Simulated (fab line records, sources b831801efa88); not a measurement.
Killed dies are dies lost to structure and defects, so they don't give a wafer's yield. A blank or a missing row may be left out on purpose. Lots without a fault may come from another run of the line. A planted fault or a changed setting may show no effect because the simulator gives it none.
A struck lot beside a sound one | flow sky130 | 37 steps out of a route of 708
Sound: wafers L146.1, L146.3, L146.4. Struck: wafers L149.4, L149.5, L149.6. The cause comes at the end.
At each step with rows: each side's tool, then ch and its chambers, then its first start. Under that, the readings that differ: sound wafers | struck wafers | difference of the means | sigmas: that difference in standard deviations of wafers without a fault.
alike: readings whose means differ by less than 2 such deviations, and words and numbers that are the same on both sides. not compared: withheld readings, readings that some wafer has no value for, bounds like >300 that may hide the same value, and numbers for which the record gives no deviation and whose values overlap.
The two part at a step that has a row with sigmas, a row that says differs or no value, or rows on one side only. Numbers that don't overlap but have no deviation are shown without sigmas and don't part them. A reading that every wafer of one side lacks parts them only if that side has two wafers or more.

first, 10 steps without rows for these wafers: SKY_VIA4_STRIP_14 (strips in post etch residue remover, time 1200 s); SKY_VIA4_CLEAN_15 (cleans in IPA, time 180 s); SKY_VIA4_CLEAN_16 (cleans in O3/DIW); SKY_VIA4_SPUTTER_17 (material TiN, target thk 20 nm, time 80 s); SKY_VIA4_CVD_18 (deposits W, target thk 505 nm, time 152.14 s); SKY_VIA4_CMP_21 (polishes, stops on SiO2, t overpolish 25 s, target thk 0 nm); SKY_METAL5_SPUTTER_00 (material Ti, target thk 15 nm, time 10 s); SKY_METAL5_SPUTTER_01 (material TiN, target thk 20 nm, time 16.7 s); SKY_METAL5_SPUTTER_02 (material AlCu, target thk 1150 nm, time 61.2 s); SKY_METAL5_SPUTTER_03 (material Ti, target thk 5 nm, time 3.3 s).
SKY_METAL5_SPUTTER_04: material TiN, target thk 70 nm, time 58.3 s.
  sound on pvd_sputter-03, day 43 13:43; struck on pvd_sputter-03, day 44 04:01
  alike: cathode_dc_power_W, throttle_valve_pct
then, 25 steps without rows for these wafers: SKY_METAL5_DEHYDRATE_07 (time 60 s); SKY_METAL5_HMDS_08 (prime time 60 s); SKY_METAL5_COAT_09 (resist thk 1800 nm); SKY_METAL5_SOFTBAKE_10 (time 60 s); SKY_METAL5_EXPOSE_11 (exposes mask MM5, target cd 1600 nm); SKY_METAL5_PEB_12; SKY_METAL5_DEVELOP_13 (develop time 60 s); SKY_METAL5_DESCUM_14 (chemistry O2, time 11 s); SKY_METAL5_METAL_ETCH_15 (etches the open film in Cl2/BCl3, stops on SiO2, target depth 1260 nm, time 252 s); SKY_METAL5_STRIP_16 (strips in O2/N2); SKY_METAL5_STRIP_17 (strips in post etch residue remover, time 1200 s); SKY_METAL5_CLEAN_18 (cleans in IPA, time 180 s); SKY_METAL5_CLEAN_19 (cleans in O3/DIW); SKY_PASSIVATION_CVD_00 (deposits SiO2, target thk 90 nm); SKY_PASSIVATION_CVD_02 (deposits Si3N4, target thk 540 nm); SKY_PASSIVATION_DEHYDRATE_04 (time 60 s); SKY_PASSIVATION_HMDS_05 (prime time 60 s); SKY_PASSIVATION_COAT_06 (resist thk 3000 nm); SKY_PASSIVATION_SOFTBAKE_07; SKY_PASSIVATION_EXPOSE_08 (exposes mask NSM, target cd 3000 nm); SKY_PASSIVATION_PEB_09; SKY_PASSIVATION_DEVELOP_10 (develop time 60 s); SKY_PASSIVATION_ETCH_11 (etches the open film in CF4/O2, stops on AlCu, target depth 725 nm, time 161.1 s); SKY_PASSIVATION_STRIP_12 (strips in O2/N2); SKY_PAD_OPEN_DEHYDRATE_00 (time 60 s).
-- the record jumps here: 3 days lie between the struck wafers' starts before and after --
SKY_PAD_OPEN_PROBE_99:
  sound on prober-01, day 46 07:58; struck on prober-01, day 46 22:32
  reading                               | sound             | struck            | difference | sigmas
  defect_limited_yield (%)              | 82.3 83.9 79.7    | 74.0 74.8 76.4    | -6.9       | -3
  killed_at_M4_up                       | 3 4 5             | 46 50 43          | +42        | +22
  killed_dies                           | 87 79 100         | 128 124 116       | +34        | +4
  sort_bin_5_function (%)               | 10.0 10.4 10.6    | 17.7 15.7 13.8    | +5.4       | +4
  sort_n_pass                           | 405 413 392       | 364 368 376       | -34        | -4
  sort_yield_pct (%)                    | 82.3 83.9 79.7    | 74.0 74.8 76.4    | -6.9       | -3
  model.etest.tester.sort_n_pass        | 405 413 392       | 364 368 376       | -34        |
  model.etest.tester.sort_yield_pct (%) | 82.32 83.94 79.67 | 73.98 74.8 76.42  | -6.91      |
  model.etest.tester.sort_bin_5_pct (%) | 9.959 10.37 10.57 | 17.68 15.65 13.82 | +5.42      |
  alike: killed_at_M0_to_M3, killed_at_contacts, killed_at_front_end, killed_at_other, killed_open, killed_short, sort_bin_3_pad_short, sort_bin_6_memory
  not compared: model.etest.tester.sort_bin_3_pct

WHERE THEY PART
Only at SKY_PAD_OPEN_PROBE_99, within this record.

WHY: what the simulator had put in
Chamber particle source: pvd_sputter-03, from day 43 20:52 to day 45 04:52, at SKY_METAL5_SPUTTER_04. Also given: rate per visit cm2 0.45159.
